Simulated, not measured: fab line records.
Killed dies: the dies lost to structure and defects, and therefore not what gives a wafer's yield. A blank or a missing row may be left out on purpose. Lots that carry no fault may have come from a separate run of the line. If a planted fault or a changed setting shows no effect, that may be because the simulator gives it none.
A lot that was struck, set against a sound lot    flow gf180mcu    14 out of 602 route steps
Sound: wafers L937.1, L937.2, L937.6. Struck: wafers L945.1, L945.2, L945.4. The cause comes at the end.
Each step with rows lists, per side, the tool, then ch with its chambers, then its first start. Under that, the readings that differ: sound wafers    struck wafers    difference of the means    sigmas: that difference in standard deviations of wafers without a fault.
alike: a reading whose means differ by less than 2 such deviations, as well as words and numbers matching on both sides. not compared: withheld readings; readings where some wafer has no value; bounds like >300 that might hide an equal value; numbers whose values overlap and for which the record gives no deviation.
The two part at a step that has a row with sigmas, a row that says differs or no value, or rows on one side only. Numbers that don't overlap but have no deviation are shown without sigmas and don't part them. A reading that every wafer of one side lacks parts them only if that side has two wafers or more.

first, 1 step without rows for these wafers: GF_HV_LDD_CLEAN_51 (cleans in SC1/SC2, time 150 s).
GF_HV_LDD_RTA_52: time 10 s.
  sound on rtp_anneal-01 ch 0, day 13 02:01; struck on rtp_anneal-01 ch 0, day 16 00:31
  alike: lamp_power_pct, wafer_temp_C_max
GF_HV_LDD_RS_MEAS_53: a four-point-probe measurement.
  sound: film_metro-02 at day 13 02:05; struck: film_metro-02 at day 16 00:35
  alike: HV_LDD_RS
then, 1 step without rows for these wafers: GF_HV_LDD_CVD_54 (deposits SiO2 from TEOS, target thk 10 nm, time 75 s).
GF_HV_LDD_THK_MEAS_55:
  sound: film_metro-02 at day 13 03:13; struck: film_metro-04 at day 16 01:43
  alike: HV_LDD_CVD_54_THK
then, 1 step without rows for these wafers: GF_HV_LDD_CVD_56 (deposits Si3N4 from DCS/NH3, target thk 90 nm, time 1543 s).
GF_HV_LDD_THK_MEAS_57:
  sound: film_metro-02 at day 13 04:43; struck: film_metro-04 at day 16 03:13
reading                 sound           struck          difference  sigmas
HV_LDD_CVD_56_THK (nm)  90.9 91.5 91.2  89.4 89.4 90.0  -1.6        -2
GF_HV_LDD_ETCHBACK_58: etches Si3N4 in CH3F/O2, stops on SiO2, time 100 s, target depth 90 nm.
  sound on rie_diel-04 ch 0,1, day 13 04:46; struck on rie_diel-02 ch 0,1, day 16 03:16
  alike: ch3f_flow_sccm, chamber_pressure_mTorr, drypump_motor_current_A, oes_product_au, throttle_valve_pct
  not compared: rf_hours_counter_h
then, 4 steps without rows for these wafers: GF_NSD_DEHYDRATE_00 (time 60 s); GF_NSD_HMDS_01 (prime time 60 s); GF_NSD_COAT_02 (resist thk 1000 nm); GF_NSD_SOFTBAKE_03 (time 60 s).
GF_NSD_EXPOSE_04: exposes mask Nplus, target cd 400 nm.
  sound on iline_stepper-01 ch 0, day 13 14:17; struck on iline_stepper-01, day 16 14:28
  no value came back on the struck wafers for exposure_dose_mJ_cm2, focus_offset_nm (nm); on the sound wafers exposure_dose_mJ_cm2 reads 139.99 139.94 139.97
  alike: mask
after that, 1 step had no rows for these wafers: GF_NSD_PEB_05.

## WHERE THEY PART
Last at GF_NSD_EXPOSE_04 as far as this record goes, first at GF_HV_LDD_THK_MEAS_57.

WHY: whatever the simulator had introduced
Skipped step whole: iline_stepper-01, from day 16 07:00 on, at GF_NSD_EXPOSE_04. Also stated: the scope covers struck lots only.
